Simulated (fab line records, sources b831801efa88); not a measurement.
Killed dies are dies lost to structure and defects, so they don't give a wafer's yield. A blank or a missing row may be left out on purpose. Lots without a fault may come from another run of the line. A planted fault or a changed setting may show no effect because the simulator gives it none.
Chamber matching | flow gf180mcu | GF_V5_CMP_04 on cmp-02: 4 sister chambers
The step polishes SiO2. 20 wafers are shown with their chamber, then 10 later ones without.

WAFERS WITH THEIR CHAMBER
wafer  | chamber | motor_current_A (A)
L716.1 | 1       | 12.8
L716.4 | 0       | 12.6
L716.6 | 2       | 9.7
L715.1 | 2       | 10.5
L715.5 | 2       | 10.4
L715.6 | 3       | 12.1
L717.1 | 0       | 12.2
L717.3 | 2       | 9.8
L717.6 | 3       | 11.8
L719.1 | 2       | 10.0
L719.2 | 0       | 12.2
L719.4 | 1       | 12.7
L721.1 | 0       | 11.8
L721.5 | 0       | 12.4
L721.6 | 3       | 12.0
L720.1 | 1       | 13.2
L720.3 | 0       | 11.4
L720.6 | 2       | 10.6
L723.2 | 3       | 11.0
L723.4 | 0       | 11.7

SIGNATURES (means of the wafers above)
reading         | chamber 0 | chamber 1 | chamber 2 | chamber 3 | scatter within a chamber
motor_current_A | 12.043    | 12.900    | 10.167    | 11.725    | 0.411
Rule: a wafer's distance from a chamber is the root of the sum, over the readings, of the square of ((its reading less the chamber's mean) divided by the reading's scatter). The wafer belongs to the nearest chamber; if the next one is less than 2 further off, it can't be placed. The scatter: the root of (the sum of the squares of (reading less its chamber's mean) over the shown wafers, divided by (wafers less chambers)).

WAFERS WITHOUT THEIR CHAMBER
wafer  | motor_current_A (A)
L723.6 | 13.2
L729.1 | 11.8
L729.2 | 11.9
L729.3 | 13.1
L731.2 | 10.1
L731.3 | 12.7
L731.4 | 12.1
L733.1 | 9.9
L733.5 | 11.7
L733.6 | 10.2

WHICH CHAMBER EACH WENT THROUGH
wafer  | from the rows above          | in truth
L723.6 | 1                            | 1
L729.1 | can't be placed: 3 or 0      | 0
L729.2 | can't be placed: 0 or 3      | 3
L729.3 | 1                            | 1
L731.2 | 2                            | 2
L731.3 | can't be placed: 1 or 0 or 3 | 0
L731.4 | can't be placed: 0 or 3 or 1 | 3
L733.1 | 2                            | 2
L733.5 | can't be placed: 3 or 0      | 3
L733.6 | 2                            | 2
Placed correctly: 5 of 10. Can't be placed from these rows: 5 (the true chamber is among the candidates in 5). Placed wrongly: 0.
